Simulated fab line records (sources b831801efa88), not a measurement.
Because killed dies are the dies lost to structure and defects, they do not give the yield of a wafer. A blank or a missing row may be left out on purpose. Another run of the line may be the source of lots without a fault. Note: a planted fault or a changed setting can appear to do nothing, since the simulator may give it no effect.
Which tool is to blame? ; flow gf180mcu ; 36 wafers from 12 lots sampled at 6 of the route's 602 steps

## WHAT EACH GAUGE READ, for each wafer
GF_M2_RS_MEAS_05: measurement is done with a four-point probe. Usual: M2_ALCU_RS typically reads 0.0695 ohm/sq, with standard deviation 0.00084.
lot;measured;on;M2_ALCU_RS (ohm/sq);flag
L406;day 18 06:44;film_metro-02;0.0693 0.0692 0.0686;
L407;day 18 08:42;film_metro-01;0.0690 0.0696 0.0698;
L411;day 20 09:11;film_metro-02;0.0691 0.0682 0.0687;
L412;day 20 15:43;film_metro-02;0.0696 0.0693 0.0689;
L413;day 21 00:44;film_metro-02;0.0708 0.0704 0.0707;
L414;day 21 08:05;film_metro-01;0.0702 0.0699 0.0707;
L422;day 24 00:38;film_metro-02;0.0714 0.0692 0.0696;
L424;day 24 20:38;film_metro-02;0.0685 0.0687 0.0692;
L425;day 24 22:07;film_metro-01;0.0685 0.0687 0.0697;
L426;day 25 04:26;film_metro-03;0.0699 0.0703 0.0700;
L427;day 25 17:19;film_metro-02;0.0702 0.0694 0.0688;
L428;day 25 18:04;film_metro-03;0.0702 0.0688 0.0702;

GF_M2_THK_MEAS_06: measures by xrf. Usual: M2_ALCU_THK typically reads 445 nm, with standard deviation 5.4.
lot;measured;on;M2_ALCU_THK (nm);flag
L406;day 18 06:51;film_metro-02;448 449 452;
L407;day 18 08:47;film_metro-01;452 448 446;
L411;day 20 09:17;film_metro-02;448 453 449;
L412;day 20 15:49;film_metro-02;447 445 445;
L413;day 21 00:51;film_metro-02;434 437 438;
L414;day 21 08:13;film_metro-01;445 446 440;
L422;day 24 00:45;film_metro-02;431 445 444;
L424;day 24 20:44;film_metro-02;449 450 445;
L425;day 24 22:14;film_metro-01;450 449 447;
L426;day 25 04:34;film_metro-03;443 439 442;
L427;day 25 17:26;film_metro-02;440 447 451;
L428;day 25 18:11;film_metro-03;438 448 440;

GF_V2_OVL_MEAS_15. Usual: V2_OVL typically reads 0 nm, with standard deviation 5.8.
lot;measured;on;V2_OVL (nm);flag
L406;day 20 08:50;overlay-02;-4 -6 -6;
L407;day 20 11:29;overlay-02;3 1 1;
L411;day 22 10:17;overlay-02;9 -8 -1;
L412;day 22 16:35;overlay-02;-5 -8 -4;
L413;day 23 00:49;overlay-02;-6 3 -3;
L414;day 23 08:13;overlay-01;5 8 5;
L422;day 25 20:19;overlay-02;5 4 6;
L424;day 26 15:53;overlay-01;4 -3 -4;
L425;day 26 17:34;overlay-02;-5 3 -7;
L426;day 26 23:19;overlay-02;6 0 5;
L427;day 27 11:40;overlay-02;-6 6 6;
L428;day 27 13:05;overlay-01;15 4 6;

GF_V2_RS_MEAS_24: measurement is done with a four-point probe. Usual: V2_W_RS typically reads 0.327 ohm/sq, with standard deviation 0.0055.
lot;measured;on;V2_W_RS (ohm/sq);flag
L406;day 20 09:46;film_metro-01;0.330 0.333 0.332;
L407;day 20 12:35;film_metro-03;0.321 0.320 0.317;
L411;day 22 11:19;film_metro-03;0.332 0.333 0.329;
L412;day 22 17:30;film_metro-04;0.329 0.329 0.332;
L413;day 23 01:50;film_metro-01;0.333 0.618 0.334;OFF
L414;day 23 09:09;film_metro-01;0.338 0.626 0.334;OFF
L422;day 25 21:27;film_metro-04;0.329 0.327 0.330;
L424;day 26 16:48;film_metro-04;0.324 0.329 0.326;
L425;day 26 18:29;film_metro-01;0.329 0.326 0.330;
L426;day 27 00:13;film_metro-04;0.320 0.328 0.322;
L427;day 27 12:37;film_metro-04;0.333 0.333 0.329;
L428;day 27 14:01;film_metro-01;0.326 0.328 0.329;

GF_V2_THK_MEAS_25: measures by xrf. Usual: V2_W_THK typically reads 346 nm, with standard deviation 6.4.
lot;measured;on;V2_W_THK (nm);flag
L406;day 20 09:52;film_metro-01;345 339 342;
L407;day 20 12:40;film_metro-03;350 352 353;
L411;day 22 11:25;film_metro-03;336 336 338;
L412;day 22 17:37;film_metro-04;347 346 345;
L413;day 23 01:58;film_metro-01;337 184 335;OFF
L414;day 23 09:16;film_metro-01;331 182 334;OFF
L422;day 25 21:34;film_metro-04;347 350 347;
L424;day 26 16:55;film_metro-04;351 344 349;
L425;day 26 18:36;film_metro-01;344 347 342;
L426;day 27 00:20;film_metro-04;357 348 355;
L427;day 27 12:44;film_metro-04;345 345 349;
L428;day 27 14:07;film_metro-01;345 344 345;

## WHICH TOOL RAN EACH LOT (tool, then ch and the chambers of the sampled wafers, then the start)
lot;GF_V2_CVD_23
L406;cvd_w-01 ch 1, day 20 09:38
L407;cvd_w-02 ch 1, day 20 12:25
L411;cvd_w-01 ch 0, day 22 11:11
L412;cvd_w-01 ch 0,1, day 22 17:22
L413;cvd_w-01 ch 0,1, day 23 01:44
L414;cvd_w-01 ch 0,1, day 23 09:02
L422;cvd_w-01 ch 0, day 25 21:14
L424;cvd_w-01 ch 0,1, day 26 16:40
L425;cvd_w-01 ch 0, day 26 18:22
L426;cvd_w-02 ch 0,1, day 27 00:07
L427;cvd_w-01 ch 0,1, day 27 12:30
L428;cvd_w-01 ch 0,1, day 27 13:53
- GF_V2_CVD_23: deposits W, target thk 350 nm, time 104.94 s.

## WHAT THE TOOLS THEMSELVES READ (means of the sampled wafers that have a number; where no wafer has one, the mark that the record gives instead)
GF_V2_CVD_23. Usual: heater_power_w 800 W, standard deviation 21.
lot;tool;heater_power_w (W);flag
L406;cvd_w-01;769;
L407;cvd_w-02;814;
L411;cvd_w-01;796;
L412;cvd_w-01;783;
L413;cvd_w-01;797;
L414;cvd_w-01;795;
L422;cvd_w-01;818;
L424;cvd_w-01;799;
L425;cvd_w-01;806;
L426;cvd_w-02;798;
L427;cvd_w-01;785;
L428;cvd_w-01;798;

## THE ANSWER, worked out from the rows above alone
Rule: take the mean of a lot's wafers that have a number; if it is more than 3 standard deviations from the usual mean, the lot is off. A lot without any number at a reading at which 4 lots or more have one is off too. Any other lot the step has rows for is counted as sound. After the gauges, taken in route order, come the tools' own readings; for these a lot's mean is taken, as printed above. The first step at which some lot is off is used, and at that step the reading that is off furthest; a lot without a number counts as furthest.
Off: L413, L414, seen at GF_V2_RS_MEAS_24 (V2_W_RS).
A tool fits if, at a process step before that reading, it ran every lot that is off, and no sound lot after the first of them. Gauges at GF_V2_RS_MEAS_24: tried the same way as those tools. Of those tried, none fits.

## WHAT THE SIMULATOR HAD PUT IN
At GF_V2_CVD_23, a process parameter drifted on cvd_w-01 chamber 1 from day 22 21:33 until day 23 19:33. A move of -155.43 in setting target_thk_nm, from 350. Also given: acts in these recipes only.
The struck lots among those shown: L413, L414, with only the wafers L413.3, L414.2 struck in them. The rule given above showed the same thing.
